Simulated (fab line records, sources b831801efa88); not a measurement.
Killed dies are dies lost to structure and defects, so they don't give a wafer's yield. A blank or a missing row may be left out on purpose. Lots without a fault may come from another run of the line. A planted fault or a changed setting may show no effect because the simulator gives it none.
fab line records | flow gf180mcu
record lots=13 wafers=39 last_day=34
route steps=602 shown STI@1 DNWELL@36 PSD@263 SAB@264
lots that met no fault: from a run of the same line without faults
start_h: hours from the record's first day to the start of the lot's first wafer shown | wait_h: hours since the lot's step before | " the same as in the row above | L1.1+2: a row that stands for several wafers | - no value, or no start given | * or withheld: withheld | < > ~ a bound
route shown NAME@n: a module of which the file shows steps, and the number in the route of the first | usual: mean/standard deviation of fault-free wafers | same: alike in all rows | chamber/n: place in a boat | sites: the reading at each site | _std_site: their standard deviation | _edge_site: outer sites' mean less inner sites' | radius_mm: how far each site lies from the wafer's centre | mask NAME#n: copy n | behind: the tool/chamber that last shaped the wafer | hold: why the lot was held/for how many hours/how that ended | device: the transistor (n, p or np) that didn't switch | end of line: the same wafers' tests at the end of the route | a step without rows: its recipe alone | killed: dies lost to structure and defects at the first sort, not the wafer's yield | map: a wafer's dies, x killed, . not, _ none there
set.NAME: the setting as run; set.NAME@STEP: as run at that earlier step | model.NAME: the simulator's own value behind a step, which no gauge read
steps of the route over a sample of lots; a table a step, a row a wafer
services: from which hour (start_h, from the record's first day; less than 0 if before it) a tool's chamber was out of use, for how many hours, and why
## steps
# step GF_STI_BOW_MEAS_00
# recipe mode=bow
# usual INCOMING_BOW=-1/6.1
# columns lot.wafer tool chamber start_h wait_h INCOMING_BOW[um]
L993.1 film_metro-04 - 10.00 - 4
L993.3 " - " " -5
L993.6 " - " " -2
L995.1 film_metro-02 - 20.00 - -4
L995.3 " - " " 0
L995.6 " - " " 3
L997.1 film_metro-01 - 30.00 - 4
L997.5 " - " " -4
L997.6 " - " " 3
L998.4 film_metro-01 - 35.06 - -4
L998.5 " - " " -2
L998.6 " - " " -2
L106.1 film_metro-04 - 75.00 - -6
L106.3 " - " " -3
L106.6 " - " " 0
L107.1 film_metro-04 - 80.00 - -2
L107.2 " - " " 6
L107.4 " - " " -3
L108.4 film_metro-02 - 85.06 - -2
L108.5 " - " " -4
L108.6 " - " " -12
L109.2 film_metro-02 - 90.02 - 0
L109.3 " - " " 3
L109.5 " - " " -5
L110.4 film_metro-02 - 95.06 - 3
L110.5 " - " " 8
L110.6 " - " " 8
L113.1 film_metro-01 - 110.00 - 6
L113.2 " - " " 3
L113.4 " - " " -3
L114.1 film_metro-01 - 115.00 - -8
L114.2 " - " " 0
L114.3 " - " " 0
L115.2 film_metro-04 - 120.02 - 3
L115.4 " - " " -9
L115.6 " - " " 4
L116.2 film_metro-01 - 125.02 - 5
L116.4 " - " " -4
L116.5 " - " " 11
# step GF_DNWELL_EXPOSE_04
# recipe mask_id=DNWELL target_cd_nm=1700 na=0.6 source_shape=conventional sigma_outer=0.6 dose_mj=260
# columns lot.wafer tool chamber start_h wait_h mask
L993.1+3+6 iline_stepper-01 0 36.35 - DNWELL#0
L995.1+3+6 iline_stepper-02 0 47.12 - DNWELL#0
L997.1+5+6 iline_stepper-01 0 56.77 - DNWELL#0
L998.4+5+6 iline_stepper-02 0 61.81 - DNWELL_R1#0
L106.1+3+6 iline_stepper-02 0 106.03 - DNWELL#0
L107.1+2+4 iline_stepper-02 0 110.52 - DNWELL#0
L108.4+5+6 iline_stepper-01 0 116.15 - DNWELL#0
L109.2+3+5 iline_stepper-01 0 121.84 - DNWELL#0
L110.4+5+6 iline_stepper-02 0 127.50 - DNWELL#0
L113.1+2+4 iline_stepper-01 0 140.27 - DNWELL#0
L114.1+2+3 iline_stepper-01 0 146.07 - DNWELL#0
L115.2+4+6 iline_stepper-02 0 150.22 - DNWELL#0
L116.2+4+5 iline_stepper-02 0 158.44 - DNWELL#0
# step GF_PSD_RS_MEAS_15
# recipe thk_meas_gauge=four-point-probe
# usual PSD_RS=108.43/0.25
# columns lot.wafer tool chamber start_h wait_h PSD_RS[ohm/sq]
L993.1 film_metro-01 - 320.24 0.1 108.51
L993.3 " - " " 108.64
L993.6 " - " " 108.23
L995.1 film_metro-01 - 332.07 0.1 108.50
L995.3 " - " " 108.09
L995.6 " - " " 108.20
L997.1 film_metro-03 - 347.38 0.1 108.72
L997.5 " - " " 108.89
L997.6 " - " " 108.37
L998.4 film_metro-04 - 355.04 0.1 108.43
L998.5 " - " " 108.58
L998.6 " - " " 108.62
L106.1 film_metro-01 - 434.78 0.1 108.29
L106.3 " - " " 108.42
L106.6 " - " " 108.82
L107.1 film_metro-03 - 436.93 0.1 109.01
L107.2 " - " " 108.94
L107.4 " - " " 108.71
L108.4 film_metro-01 - 450.65 0.1 108.07
L108.5 " - " " 108.55
L108.6 " - " " 108.07
L109.2 film_metro-04 - 462.05 0.1 108.49
L109.3 " - " " 108.47
L109.5 " - " " 108.56
L110.4 film_metro-01 - 465.83 0.1 108.21
L110.5 " - " " 108.46
L110.6 " - " " 108.24
L113.1 film_metro-04 - 484.94 0.1 108.54
L113.2 " - " " 108.71
L113.4 " - " " 108.53
L114.1 film_metro-04 - 493.77 0.1 108.54
L114.2 " - " " 109.10
L114.3 " - " " 108.88
L115.2 film_metro-01 - 500.31 0.1 108.63
L115.4 " - " " 108.35
L115.6 " - " " 108.27
L116.2 film_metro-01 - 512.58 0.1 108.24
L116.4 " - " " 108.11
L116.5 " - " " 108.25
# step GF_SAB_CVD_00
# recipe material=SiO2 target_thk_nm=50 precursor=TEOS temp_c=400 time_s=4.9302 rf_w=600
# usual heater_power_outer_w=366/53 heater_power_w=649/79
# columns lot.wafer tool chamber start_h wait_h heater_power_outer_w heater_power_w
L993.1 pecvd-02 2 320.36 0.1 344 580
L993.3 " 1 " " 307 600
L993.6 " 2 " " 364 585
L995.1 pecvd-04 2 332.19 0.1 397 669
L995.3 " 1 " " 359 711
L995.6 " 0 " " 348 627
L997.1 pecvd-01 0 347.50 0.1 337 590
L997.5 " 0 " " 328 614
L997.6 " 2 " " 314 559
L998.4 pecvd-04 2 355.11 0.0 376 641
L998.5 " 1 " " 434 773
L998.6 " 0 " " 384 657
L106.1 pecvd-02 2 434.90 0.1 365 593
L106.3 " 0 " " 381 629
L106.6 " 0 " " 378 654
L107.1 pecvd-04 2 437.05 0.1 307 571
L107.2 " 0 " " 395 667
L107.4 " 2 " " 315 545
L108.4 pecvd-01 2 450.72 0.0 329 579
L108.5 " 1 " " 364 721
L108.6 " 0 " " 293 558
L109.2 pecvd-02 1 462.15 0.1 365 675
L109.3 " 0 " " 428 691
L109.5 " 0 " " 422 697
L110.4 pecvd-02 0 465.90 0.0 446 741
L110.5 " 1 " " 351 648
L110.6 " 2 " " 267 477
L113.1 pecvd-01 2 485.06 0.1 336 589
L113.2 " 1 " " 292 649
L113.4 " 0 " " 353 628
L114.1 pecvd-02 0 493.89 0.1 470 776
L114.2 " 2 " " 325 549
L114.3 " 1 " " 296 605
L115.2 pecvd-01 1 500.41 0.1 370 741
L115.4 " 1 " " 373 739
L115.6 " 0 " " 377 658
L116.2 pecvd-04 2 512.68 0.1 344 590
L116.4 " 2 " " 353 603
L116.5 " 1 " " 447 821
## services
# columns tool chamber start_h hours kind
iline_stepper-02 - 13.87 1.7 pm
iline_stepper-01 - 91.23 4.4 pm
pecvd-02 - 152.99 1.9 repair
pecvd-02 - 155.06 14.6 pm
iline_stepper-02 - 168.68 2.1 pm
pecvd-04 - 179.45 14.6 pm
iline_stepper-01 - 179.81 1.7 pm
pecvd-02 - 200.93 5.5 repair
pecvd-04 - 201.24 0.8 pm
pecvd-04 2 202.50 8.1 repair
iline_stepper-02 - 217.71 2.4 repair
pecvd-02 - 223.87 0.9 repair
iline_stepper-02 - 232.11 1.7 pm
iline_stepper-01 - 247.44 28.9 pm
pecvd-02 1 259.19 3.5 repair
pecvd-04 - 292.40 0.5 repair
pecvd-02 - 302.04 2.8 pm
pecvd-01 - 366.45 2.8 pm
pecvd-04 - 368.88 14.0 pm
pecvd-01 2 384.90 11.9 repair
iline_stepper-01 - 398.06 1.7 pm
pecvd-04 2 407.89 4.3 repair
pecvd-01 - 417.67 1.2 repair
iline_stepper-02 - 450.23 1.7 pm
## key
first_sign step=GF_DNWELL_EXPOSE_04 reading=mask direction=changed
effect none on later readings
met_at GF_DNWELL_EXPOSE_04
struck_lots L998
sort_left_out L998.4,L998.5,L998.6
tester_left_out L998
not_acting_at GF_STI_BOW_MEAS_00,GF_PSD_RS_MEAS_15,GF_SAB_CVD_00
onset_between 47.12 61.81
fault kind=wrong_mask tool=any chamber=- onset_h=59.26 steps=GF_DNWELL_EXPOSE_04 aux_copy=DNWELL_R1#0 cd_offset_nm=255 scope=struck_lots_only
# tester_left_out: of these lots the tester's yield and bins aren't shown, on N5 and GAA mostly nor the transistor test; their killed dies are dies lost to structure and defects alone, not to doping, threshold or leakage, so they don't give the yield
# sort_left_out: the simulated sort isn't trusted on such a fault, so these wafers' sort isn't shown, and their yield isn't known
